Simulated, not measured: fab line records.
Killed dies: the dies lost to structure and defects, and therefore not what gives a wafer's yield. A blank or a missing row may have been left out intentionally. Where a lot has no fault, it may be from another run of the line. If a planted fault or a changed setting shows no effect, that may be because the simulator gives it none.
Tool commonality check	flow gf180mcu	39 wafers sampled across 13 lots

REASON IT WAS OPENED
Flagged at GF_HV_LDD_CD_MEAS_07: reading cd_nm, on 2 of 13 lots. Wafers without a fault read 400.3 nm, standard deviation 1.8.
Rule: a lot is flagged when every wafer of it that has a number lies more than 4 standard deviations from that mean, or none has a number. As for the other lots, they are considered sound.

lot	measured	on	cd_nm (nm), wafer by wafer	flag
L214	day 10 03:23	cd_sem-01	397.0 395.0 396.5	
L215	day 10 16:58	cd_sem-02	398.3 400.4 398.0	
L216	day 10 17:04	cd_sem-02	401.1 400.2 401.2	
L219	day 11 16:17	cd_sem-02	401.4 401.7 402.7	
L220	day 12 02:56	cd_sem-01	401.7 397.7 398.8	
L223	day 12 20:10	cd_sem-02	402.2 402.8 402.1	
L224	day 13 04:49	cd_sem-02	400.2 402.2 402.2	
L225	day 13 13:46	cd_sem-02	398.7 399.1 397.1	
L226	day 13 14:43	cd_sem-01	400.7 400.7 399.1	
L228	day 14 04:13	cd_sem-01	417.6 416.2 415.4	FLAGGED
L229	day 14 11:10	cd_sem-01	418.4 417.5 417.5	FLAGGED
L235	day 16 05:40	cd_sem-01	398.6 398.2 398.0	
L236	day 16 15:25	cd_sem-02	401.1 399.3 401.9	
Average over the flagged lots: 417.1 nm; offset from the usual +16.8 nm, equal to +9 standard deviations.

TOOL THAT RAN EACH LOT
The record keeps 1 process step preceding the reading, out of 602 steps on the route. Every cell lists first the tool, next ch and the chambers used by the sampled wafers, and last the start.
lot	flag	GF_HV_LDD_DEVELOP_06
L214		litho_track-02 ch 0, day 10 03:14
L215		litho_track-01 ch 0, day 10 16:49
L216		litho_track-02 ch 0, day 10 16:50
L219		litho_track-03 ch 0, day 11 16:09
L220		litho_track-03 ch 0, day 12 02:48
L223		litho_track-02 ch 0, day 12 20:01
L224		litho_track-01 ch 0, day 13 04:40
L225		litho_track-03 ch 0, day 13 13:37
L226		litho_track-02 ch 0, day 13 14:34
L228	FLAGGED	litho_track-02 ch 0, day 14 04:04
L229	FLAGGED	litho_track-02 ch 0, day 14 11:01
L235		litho_track-01 ch 0, day 16 05:31
L236		litho_track-01 ch 0, day 16 15:16
What the steps here do:
- GF_HV_LDD_DEVELOP_06: develop time 60 s.
- GF_HV_LDD_CD_MEAS_07: target cd 400 nm.

FLAGGED AGAINST TOTAL, ONE TOOL AT A TIME (gauges that did the reading follow at the end)
step	tool	lots run	flagged	share of the flagged lots	sound lots run after its first flagged lot
GF_HV_LDD_DEVELOP_06	litho_track-01	4	0	none	-
GF_HV_LDD_DEVELOP_06	litho_track-02	6	2	all	0
GF_HV_LDD_DEVELOP_06	litho_track-03	3	0	none	-
GF_HV_LDD_CD_MEAS_07	cd_sem-01	6	2	all	1 (L235)
GF_HV_LDD_CD_MEAS_07	cd_sem-02	7	0	none	-

WHAT THE TABLE ALLOWS
Every flagged lot went through 2 rows of the table: litho_track-02 at GF_HV_LDD_DEVELOP_06 and cd_sem-01 at GF_HV_LDD_CD_MEAS_07.
- litho_track-02 at GF_HV_LDD_DEVELOP_06 ran 6 lots, 2 of them flagged. It ran its last sound lot, L226, at day 13 14:34 and its first flagged lot, L228, at day 14 04:04: a fault with its onset between the two fits.
- cd_sem-01 at GF_HV_LDD_CD_MEAS_07 ran 6 lots, 2 of them flagged. Lots that were sound ran on it after the first flagged one (L235); a persistent fault on the entire tool would not allow that.
What remains is a single tool, litho_track-02 at GF_HV_LDD_DEVELOP_06.

WHAT HAD BEEN PUT IN BY THE SIMULATOR
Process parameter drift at GF_HV_LDD_DEVELOP_06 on litho_track-02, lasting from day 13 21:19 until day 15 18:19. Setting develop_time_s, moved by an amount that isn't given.
Struck lots among those shown: L228, L229. The rule above reached the same finding.
